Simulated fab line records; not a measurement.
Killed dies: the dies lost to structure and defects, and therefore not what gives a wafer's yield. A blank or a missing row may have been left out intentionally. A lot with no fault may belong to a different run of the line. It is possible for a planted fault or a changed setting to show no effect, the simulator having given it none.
Code-filled problem report in 8D (eight disciplines) form -- flow sky130 -- the parts of the form that need people (team, actions taken, sign-off) are left out

## 1. THE PROBLEM
Across 12 wafers from 4 lots, LDD_HVN_OVL at SKY_LDD_HVN_OVL_MEAS_07 averages 56.9 nm, while fault-free wafers read 0.9 nm with a standard deviation of 1.5. Measured from the usual mean, that is +37 standard deviations.
First observed at day 23 08:40: wafer L160.4, on overlay-02. Wafers with a number at this step in the record: 42, from 14 lots. Rule for "out" (also "out of limits"): further than 4 standard deviations from the usual mean. Any other wafer with a number is counted as sound.

## 2. WHAT THIS IS AND IS NOT
question,is,is not
which readings at this step,LDD_HVN_OVL,-
which lots,"L160, L161, L162, L163","L153, L154, L155, L157, L158, L159, L166, L172, L173, L175"
which wafers of those lots,all that have a number,-
read on which gauges,"overlay-01, overlay-02",-
when,from day 23 08:40,"up to then (18 sound wafers); but 12 sound wafers of L166, L172, L173, L175 came after"

## 3. WHAT RULES OUT EACH SUSPECT
Counting: a tool at a process step up to the reading stays a suspect if it ran every lot that is out and no sound lot after the first of them.
- ruled out: the gauge at SKY_LDD_HVN_OVL_MEAS_07. The wafers that are out were read on 2 gauges (overlay-01, overlay-02).
- rie_diel-02 at SKY_SONOS_ONO_ETCH_15 (etches the open film in CHF3/O2, target depth 19.52 nm, time 7.8 s): ruled out as a lasting fault. Following L160 (day 15 07:42), the first lot on it that is out, the sound lots L172 were run on it.
- iline_stepper-01 at SKY_LDD_HVN_EXPOSE_04 (exposes mask HVNTM, target cd 700 nm): kept. All lots that are out passed through it, beginning with L160 at day 22 18:06, and no sound lot followed; its final sound lot before that point was L158 at day 22 13:34.
After counting, what remains is iline_stepper-01 at SKY_LDD_HVN_EXPOSE_04.

## 4. THE CAUSE (what the simulator had put in)
Scanner matching overlay: iline_stepper-01, from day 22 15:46 on, at SKY_LDD_HVN_EXPOSE_04. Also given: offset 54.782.
The count eliminated every tool but this one.

## 5. THE EFFECT CHAIN, in route order
Each row: a reading where the mean over the struck wafers with a number is more than 3 standard deviations away from the usual. Scope: only readings with a usual standard deviation given in the record; hours: median across lots of the time from each lot's start at the first step in this table that gives one to its start at this step; sigmas: change in usual standard deviations.
hours,step,reading,usual,on struck wafers,change,sigmas
0,SKY_LDD_HVN_OVL_MEAS_07,LDD_HVN_OVL,0.9 nm,56.9,+56.0,+37

## 6. WHAT WOULD HAVE CAUGHT IT SOONER
Counted from the fault's start at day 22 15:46, it took 17 hours until the first out-of-limits reading at a measuring or inspecting step in this record, taken at day 23 08:40.
Of the lots that are out (4), L162, L163 began SKY_LDD_HVN_EXPOSE_04 on iline_stepper-01 after day 23 08:40. A hold on the tool at that time would have spared those 2.
